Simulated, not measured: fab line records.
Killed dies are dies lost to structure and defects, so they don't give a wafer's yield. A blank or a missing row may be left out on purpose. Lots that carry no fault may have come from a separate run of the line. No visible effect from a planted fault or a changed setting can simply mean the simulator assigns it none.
fab line records	flow sky130
record lots=11	wafers=33	last-day=51
route steps=708 shown VT_ADJUST_NCORE@129 POLY_GATE@205 POLY_CUT@319
lots untouched by any fault: they come from a run of this same line in which no faults occurred
start-h: the number of hours between the record's first day and the start of the first shown wafer of the lot	wait-h: time in hours since the lot's previous step	" identical to the entry in the row above	L1.1+2: one row covering several wafers at once	- either no value or no given start	* or withheld: withheld	< > ~ a bound
route shown NAME@n: names a module that has steps shown in the file, with the first one's number in the route	usual: mean/standard deviation taken from wafers without a fault	same: alike in all rows	chamber/n: place in a boat	sites: readings site by site	_std_site: how widely they spread, as a standard deviation	_edge_site: outer sites' mean less inner sites'	radius-mm: how far each site lies from the wafer's centre	mask NAME#n: copy n	behind: tool/chamber where the wafer was last shaped	hold: why the lot went on hold/how many hours it stayed there/how the hold came to an end	device: whichever transistor did not switch (one of n, p or np)	end of line: the tests these same wafers got at the end of their route	a step without rows: its recipe alone	killed: count of dies lost to structure and defects at first sort (not the wafer's yield)	map: a wafer's dies, x killed, . not, _ none there
set.NAME: the run value of the setting; set.NAME@STEP: its run value at that earlier step	model.NAME: the simulator's own value behind a step, which no gauge read
one table for each step of the route and one row for each wafer, over a sample of lots
services: when a tool's chamber went out of use (start-h, in hours from the record's first day, below 0 if earlier), for how many hours, and the reason
## steps
# step SKY_VT_ADJUST_NCORE_STRIP_10
# recipe chemistry=O2/N2	power-w=1400	pressure-mtorr=1500	platen-temp-c=withheld	o2-flow-sccm=3000	n2-flow-sccm=300	overash-fraction=0.5
# usual drypump-motor-current-A=5.6/0.5	oes-product-au=0.716/0.0046	strip-time-to-endpoint-s=14.18/0.038
lot.wafer	tool	chamber	start-h	wait-h	drypump-motor-current-A	oes-product-au	rf-hours-counter-h	strip-time-to-endpoint-s
L240.1	plasma-asher-03	0	179.78	0.1	6.3	0.718	47	14.11
L240.2	"	1	"	"	5.8	0.715	47	14.17
L240.4	"	0	"	"	6.3	0.712	-	14.14
L242.1	plasma-asher-01	1	202.98	0.1	4.8	0.715	40	14.13
L242.2	"	0	"	"	5.7	0.708	40	14.18
L242.4	"	0	"	"	5.7	0.717	-	14.17
L244.3	plasma-asher-02	0	219.99	0.1	5.1	0.721	-	14.24
L244.4	"	1	"	"	5.6	0.725	-	14.21
L244.5	"	1	"	"	5.6	0.708	-	14.19
L247.3	plasma-asher-02	1	237.59	0.1	5.6	0.719	-	14.17
L247.4	"	0	"	"	5.1	0.720	-	14.18
L247.5	"	0	"	"	5.1	0.713	-	14.22
L249.2	plasma-asher-02	1	250.83	0.1	5.6	0.720	13	14.15
L249.3	"	1	"	"	5.6	0.710	-	14.13
L249.4	"	0	"	"	5.1	0.714	-	14.14
L251.1	plasma-asher-03	1	259.99	0.1	5.8	0.716	55	14.15
L251.2	"	0	"	"	6.4	0.716	55	14.13
L251.5	"	1	"	"	5.8	0.719	-	14.12
L253.1	plasma-asher-03	1	291.18	0.1	5.8	0.721	58	14.13
L253.2	"	0	"	"	6.3	0.718	58	14.16
L253.4	"	1	"	"	5.8	0.720	-	14.16
L260.2	plasma-asher-03	0	340.68	0.1	6.4	0.724	63	14.20
L260.4	"	0	"	"	6.3	0.716	-	14.20
L260.6	"	0	"	"	6.3	0.717	-	14.19
L261.4	plasma-asher-01	0	343.99	0.1	5.7	0.721	-	14.20
L261.5	"	1	"	"	4.8	0.728	-	14.21
L261.6	"	0	"	"	5.7	0.721	-	14.15
L262.1	plasma-asher-01	1	349.28	0.1	4.9	0.724	55	14.21
L262.2	"	0	"	"	5.7	0.716	55	14.20
L262.5	"	1	"	"	4.8	0.723	-	14.23
L263.2	plasma-asher-03	1	354.71	0.1	5.8	0.712	64	14.23
L263.4	"	1	"	"	5.8	0.726	-	14.19
L263.5	"	0	"	"	6.4	0.712	-	14.15
# step SKY_POLY_GATE_THK_MEAS_01
# recipe reads=poly-Si_of_POLY_GATE_CVD_00
# usual POLY_GATE_CVD_00_THK=179.8/1.8
lot.wafer	tool	chamber	start-h	wait-h	POLY_GATE_CVD_00_THK[nm]
L240.1	film-metro-02	-	309.14	0.0	181.9
L240.2	"	-	"	"	181.6
L240.4	"	-	"	"	181.8
L242.1	film-metro-01	-	337.13	0.0	182.1
L242.2	"	-	"	"	180.7
L242.4	"	-	"	"	181.7
L244.3	film-metro-02	-	360.43	0.0	179.1
L244.4	"	-	"	"	179.7
L244.5	"	-	"	"	179.3
L247.3	film-metro-02	-	377.89	0.0	179.8
L247.4	"	-	"	"	179.0
L247.5	"	-	"	"	177.6
L249.2	film-metro-04	-	394.43	0.0	183.7
L249.3	"	-	"	"	183.1
L249.4	"	-	"	"	183.1
L251.1	film-metro-04	-	406.31	0.0	178.5
L251.2	"	-	"	"	179.2
L251.5	"	-	"	"	177.1
L253.1	film-metro-04	-	443.87	0.0	175.3
L253.2	"	-	"	"	175.7
L253.4	"	-	"	"	174.2
L260.2	film-metro-04	-	504.10	0.0	180.0
L260.4	"	-	"	"	180.8
L260.6	"	-	"	"	179.8
L262.1	film-metro-02	-	511.08	0.0	179.3
L262.2	"	-	"	"	180.4
L262.5	"	-	"	"	177.9
L261.4	film-metro-01	-	511.11	0.0	180.4
L261.5	"	-	"	"	178.2
L261.6	"	-	"	"	179.0
L263.2	film-metro-02	-	520.16	0.0	179.8
L263.4	"	-	"	"	180.0
L263.5	"	-	"	"	180.2
# step SKY_POLY_GATE_COAT_07
# recipe resist=BARC	temp-c=withheld	time-s=withheld	spin-rpm=3000	resist-thk-nm=110
lot.wafer	tool	chamber	start-h	wait-h
L240.1+2+4	litho-track-02	0	350.87	0.1
L242.1+2+4	litho-track-02	0	380.97	0.1
L244.3+4+5	litho-track-02	0	405.37	0.1
L247.3+4+5	litho-track-04	0	426.38	0.1
L249.2+3+4	litho-track-02	0	442.05	0.1
L251.1+2+5	litho-track-04	0	455.03	0.1
L253.1+2+4	litho-track-04	0	490.28	0.1
L260.2+4+6	litho-track-04	0	551.71	0.1
L262.1+2+5	litho-track-02	0	558.62	0.1
L261.4+5+6	litho-track-04	0	560.21	0.1
L263.2+4+5	litho-track-04	0	567.01	0.1
# step SKY_POLY_GATE_ETCH_15
# recipe chemistry=N2/H2	target=BARC	ion-energy-ev=200	source-w=500	bias-w=100	pressure-mtorr=30	n2-flow-sccm=100	h2-flow-sccm=200	stop-on=SiO2	time-s=118.5	target-depth-a=1100
# usual drypump-motor-current-A=5.7/0.48	oes-product-au=0.716/0.0044	throttle-valve-pct=13.213/0.0094
lot.wafer	tool	chamber	start-h	wait-h	drypump-motor-current-A	oes-product-au	rf-hours-counter-h	throttle-valve-pct
L240.1	rie-diel-04	3	365.21	0.0	6.6	0.718	2	13.223
L240.2	"	1	"	"	5.2	0.723	1	13.210
L240.4	"	0	"	"	5.4	0.720	59	13.218
L242.1	rie-diel-04	1	395.94	0.0	5.2	0.722	1	13.216
L242.2	"	3	"	"	6.6	0.725	3	13.223
L242.4	"	2	"	"	5.6	0.718	9	13.214
L244.3	rie-diel-04	3	421.06	0.0	6.6	0.717	3	13.233
L244.4	"	0	"	"	5.3	0.718	60	13.212
L244.5	"	0	"	"	5.4	0.710	-	13.204
L247.3	rie-diel-03	2	443.14	0.0	5.9	0.719	13	13.215
L247.4	"	0	"	"	5.3	0.715	75	13.213
L247.5	"	2	"	"	5.9	0.717	-	13.208
L249.2	rie-diel-03	0	457.83	0.0	5.3	0.719	75	13.207
L249.3	"	3	"	"	6.2	0.712	4	13.213
L249.4	"	1	"	"	5.9	0.714	67	13.210
L251.1	rie-diel-02	1	470.24	0.0	6.1	0.717	9	13.226
L251.2	"	2	"	"	6.2	0.713	24	13.224
L251.5	"	0	"	"	5.1	0.722	-	13.202
L253.1	rie-diel-02	2	506.66	0.0	6.2	0.718	24	13.208
L253.2	"	1	"	"	6.1	0.716	9	13.210
L253.4	"	0	"	"	5.2	0.737	3	13.209
L260.2	rie-diel-04	1	567.71	0.0	5.2	0.714	5	13.221
L260.4	"	2	"	"	5.6	0.714	-	13.196
L260.6	"	1	"	"	5.2	0.720	-	13.201
L262.1	rie-diel-03	2	573.86	0.0	5.9	0.720	16	13.210
L262.2	"	3	"	"	6.1	0.709	6	13.234
L262.5	"	2	"	"	5.9	0.717	-	13.229
L261.4	rie-diel-04	1	576.02	0.1	5.2	0.722	-	13.216
L261.5	"	2	"	"	5.6	0.714	-	13.218
L261.6	"	3	"	"	6.6	0.716	-	13.230
L263.2	rie-diel-03	3	582.76	0.0	6.2	0.728	6	13.226
L263.4	"	3	"	"	6.2	0.721	-	13.213
L263.5	"	1	"	"	5.9	0.720	-	13.208
# step SKY_POLY_GATE_STRIP_18
# recipe chemistry=O2/N2	power-w=1400	pressure-mtorr=1500	platen-temp-c=withheld	o2-flow-sccm=3000	n2-flow-sccm=300	overash-fraction=0.5
# usual drypump-motor-current-A=5.3/0.42	oes-product-au=0.361/0.0047	strip-time-to-endpoint-s=3.17/0.034
lot.wafer	tool	chamber	start-h	wait-h	drypump-motor-current-A	oes-product-au	rf-hours-counter-h	strip-time-to-endpoint-s
L240.1	plasma-asher-04	0	365.45	0.0	5.2	0.354	67	3.14
L240.2	"	1	"	"	4.8	0.357	67	3.21
L240.4	"	1	"	"	4.8	0.356	-	3.16
L242.1	plasma-asher-04	0	396.18	0.0	5.2	0.358	71	3.25
L242.2	"	1	"	"	4.9	0.364	71	3.12
L242.4	"	0	"	"	5.2	0.354	-	3.18
L244.3	plasma-asher-02	0	421.33	0.1	5.1	0.360	-	3.17
L244.4	"	1	"	"	5.6	0.359	-	3.19
L244.5	"	1	"	"	5.6	0.369	-	3.18
L247.3	plasma-asher-02	0	443.41	0.1	5.2	0.357	-	3.17
L247.4	"	1	"	"	5.6	0.363	-	3.18
L247.5	"	1	"	"	5.6	0.362	-	3.16
L249.2	plasma-asher-04	0	458.06	0.0	5.2	0.355	3	3.16
L249.3	"	0	"	"	5.2	0.360	-	3.22
L249.4	"	1	"	"	4.9	0.356	-	3.15
L251.1	plasma-asher-02	1	470.48	0.0	5.6	0.355	36	3.14
L251.2	"	0	"	"	5.1	0.360	36	3.15
L251.5	"	1	"	"	5.6	0.351	-	3.14
L253.1	plasma-asher-03	1	506.90	0.0	5.8	0.358	79	3.17
L253.2	"	0	"	"	6.4	0.359	79	3.15
L253.4	"	1	"	"	5.8	0.364	-	3.27
L260.2	plasma-asher-02	0	567.94	0.0	5.1	0.363	44	3.22
L260.4	"	0	"	"	5.1	0.372	-	3.25
L260.6	"	0	"	"	5.1	0.366	-	3.22
L262.1	plasma-asher-04	1	574.10	0.0	4.9	0.364	15	3.15
L262.2	"	0	"	"	5.2	0.359	15	3.17
L262.5	"	0	"	"	5.2	0.364	-	3.11
L261.4	plasma-asher-04	0	576.25	0.1	5.2	0.358	-	3.20
L261.5	"	0	"	"	5.2	0.366	-	3.19
L261.6	"	1	"	"	4.9	0.370	-	3.11
L263.2	plasma-asher-04	1	582.99	0.0	4.8	0.365	16	3.18
L263.4	"	1	"	"	4.9	0.360	-	3.16
L263.5	"	1	"	"	4.9	0.359	-	3.19
# step SKY_POLY_CUT_STRIP_12
# recipe chemistry=O2/N2	power-w=1400	pressure-mtorr=1500	platen-temp-c=withheld	o2-flow-sccm=3000	n2-flow-sccm=300	overash-fraction=0.5
# usual drypump-motor-current-A=5.5/0.48	oes-product-au=0.452/0.0045	strip-time-to-endpoint-s=5.356/0.017
lot.wafer	tool	chamber	start-h	wait-h	drypump-motor-current-A	oes-product-au	rf-hours-counter-h	strip-time-to-endpoint-s
L240.1	plasma-asher-03	1	554.31	0.0	5.8	0.449	83	5.358
L240.2	"	0	"	"	6.3	0.455	83	5.382
L240.4	"	0	"	"	6.3	0.442	-	5.347
L242.1	plasma-asher-01	0	583.76	0.0	5.7	0.454	77	5.342
L242.2	"	1	"	"	4.8	0.456	77	5.334
L242.4	"	0	"	"	5.7	0.452	-	5.350
L244.3	plasma-asher-03	1	608.64	0.1	5.8	0.450	-	5.367
L244.4	"	0	"	"	6.4	0.446	-	5.366
L244.5	"	1	"	"	5.8	0.446	-	5.329
L247.3	plasma-asher-01	0	633.30	0.1	5.7	0.453	-	5.348
L247.4	"	1	"	"	4.8	0.453	-	5.340
L247.5	"	0	"	"	5.7	0.457	-	5.349
L249.2	plasma-asher-01	0	649.91	0.0	5.7	0.456	84	5.333
L249.3	"	0	"	"	5.6	0.456	-	5.347
L249.4	"	1	"	"	4.8	0.454	-	5.362
L251.1	plasma-asher-02	1	658.79	0.0	5.6	0.462	54	5.335
L251.2	"	0	"	"	5.1	0.457	54	5.346
L251.5	"	1	"	"	5.6	0.453	-	5.360
L253.1	plasma-asher-02	1	691.34	0.0	5.6	0.459	57	5.329
L253.2	"	0	"	"	5.1	0.448	57	5.363
L253.4	"	0	"	"	5.1	0.453	-	5.375
L260.2	plasma-asher-02	1	749.09	0.0	5.6	0.452	63	5.380
L260.4	"	1	"	"	5.6	0.447	-	5.355
L260.6	"	0	"	"	5.1	0.452	-	5.367
L262.1	plasma-asher-03	0	754.24	0.0	6.3	0.451	1	5.368
L262.2	"	1	"	"	5.8	0.450	1	5.355
L262.5	"	1	"	"	5.8	0.459	-	5.378
L261.4	plasma-asher-02	1	756.52	0.0	5.6	0.461	-	5.339
L261.5	"	0	"	"	5.1	0.450	-	5.335
L261.6	"	1	"	"	5.6	0.448	-	5.347
L263.2	plasma-asher-03	1	760.23	0.0	5.8	0.452	2	5.376
L263.4	"	1	"	"	5.8	0.455	-	5.387
L263.5	"	0	"	"	6.3	0.453	-	5.366
## services
tool	chamber	start-h	hours	kind
rie-diel-04	3	170.81	4.8	repair
plasma-asher-04	-	231.91	2.8	repair
plasma-asher-03	-	232.14	2.8	pm
plasma-asher-04	-	255.43	2.8	repair
plasma-asher-03	-	285.02	1.4	repair
plasma-asher-04	-	311.42	5.7	repair
plasma-asher-02	-	318.74	1.2	repair
plasma-asher-01	-	340.67	2.8	pm
plasma-asher-01	-	370.09	15.9	pm
plasma-asher-02	-	395.60	0.8	repair
plasma-asher-01	-	397.68	13.3	repair
plasma-asher-01	-	415.23	0.5	repair
plasma-asher-04	-	421.25	9.0	pm
plasma-asher-03	-	456.20	14.6	pm
plasma-asher-04	-	476.36	1.3	repair
plasma-asher-02	-	532.36	11.8	pm
plasma-asher-03	-	536.17	4.3	pm
plasma-asher-01	-	539.71	0.5	repair
plasma-asher-04	-	555.30	6.8	repair
plasma-asher-04	-	636.08	14.6	pm
plasma-asher-04	-	681.00	2.8	pm
plasma-asher-03	-	693.75	2.8	repair
plasma-asher-02	-	712.92	1.5	repair
plasma-asher-03	-	733.75	9.0	pm
## key
first-sign step=SKY_POLY_GATE_ETCH_15	reading=oes-product-au	direction=up	sigmas=4.7	usual=0.716	struck=0.737
effect step=SKY_POLY_GATE_STRIP_18	reading=strip-time-to-endpoint-s	direction=up	sigmas=3	usual=*	struck=*
met-at SKY_POLY_GATE_COAT_07
struck-lots L253
struck-wafers L253.4
tester-left-out L253
not-acting-at SKY_VT_ADJUST_NCORE_STRIP_10,SKY_POLY_GATE_THK_MEAS_01,SKY_POLY_CUT_STRIP_12
onset-between 455.03 490.28
fault kind=process-parameter-drift	tool=litho-track-04	chamber=-	onset-h=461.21	steps=SKY_POLY_GATE_COAT_07	channel=resist-thk-nm	offset=7.7217	shape=step	end-h=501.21	scope=struck-wafers-only	acts-in=these-recipes-only	stated=110
# tester-left-out: of these lots the tester's yield and bins aren't shown, on N5 and GAA mostly nor the transistor test; their killed dies are dies lost to structure and defects alone, not to doping, threshold or leakage, so they don't give the yield
